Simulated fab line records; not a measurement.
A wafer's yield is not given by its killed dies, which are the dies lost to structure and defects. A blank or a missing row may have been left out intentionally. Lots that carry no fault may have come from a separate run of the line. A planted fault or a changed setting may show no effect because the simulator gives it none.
Chamber matching ; flow gf180mcu ; rie_diel-01 running GF_CONTACT_ETCH_16: 4 sister chambers
The step etches BARC in N2/H2. 14 wafers are shown with their chamber, then 7 later ones without.

## WAFERS, EACH WITH ITS CHAMBER
wafer;chamber;drypump_motor_current_A (A);throttle_valve_pct (%);oes_product_au (a.u.)
L537.3;1;5.6;13.236;0.855
L537.4;2;5.7;13.213;0.849
L537.6;2;5.7;13.230;0.859
L547.1;0;6.4;13.232;0.864
L547.2;1;5.6;13.225;0.852
L547.4;2;5.7;13.215;0.847
L548.1;3;5.0;13.211;0.850
L548.2;1;5.6;13.227;0.858
L548.6;0;6.3;13.223;0.856
L549.1;0;6.3;13.208;0.849
L549.3;2;5.7;13.216;0.854
L549.6;3;5.0;13.235;0.858
L552.3;2;5.7;13.206;0.859
L552.4;0;6.4;13.220;0.846

SIGNATURES (means of the wafers above)
reading;chamber 0;chamber 1;chamber 2;chamber 3;scatter within a chamber
drypump_motor_current_A;6.350;5.600;5.700;5.000;0.0316
throttle_valve_pct;13.22075;13.22933;13.21600;13.22300;0.00978
oes_product_au;0.85375;0.85500;0.85360;0.85400;0.00605
Rule: a wafer's distance from a chamber is the root of the sum, over the readings, of the square of ((its reading less the chamber's mean) divided by the reading's scatter). If the next closest chamber is less than 2 further off than the closest, the wafer can't be placed; otherwise it belongs to the closest. The scatter: take each reading less its chamber's mean, square it, sum over the shown wafers, divide by the number of wafers less the number of chambers, and take the root.

## WAFERS WITH NO CHAMBER GIVEN
wafer;drypump_motor_current_A (A);throttle_valve_pct (%);oes_product_au (a.u.)
L552.5;6.4;13.207;0.846
L553.1;6.4;13.234;0.858
L553.2;5.7;13.224;0.853
L553.3;5.6;13.225;0.849
L554.2;6.3;13.217;0.859
L554.3;5.6;13.215;0.846
L554.5;5.6;13.224;0.852

## EACH ONE'S CHAMBER
wafer;from the rows above;in truth
L552.5;0;0
L553.1;0;0
L553.2;2;2
L553.3;1;1
L554.2;0;0
L554.3;can't be placed: 1 or 2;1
L554.5;1;1
Correctly placed: 6 of 7. Unplaceable from these rows: 1, with the true chamber sitting among the candidates in 1. Placed wrongly: 0.
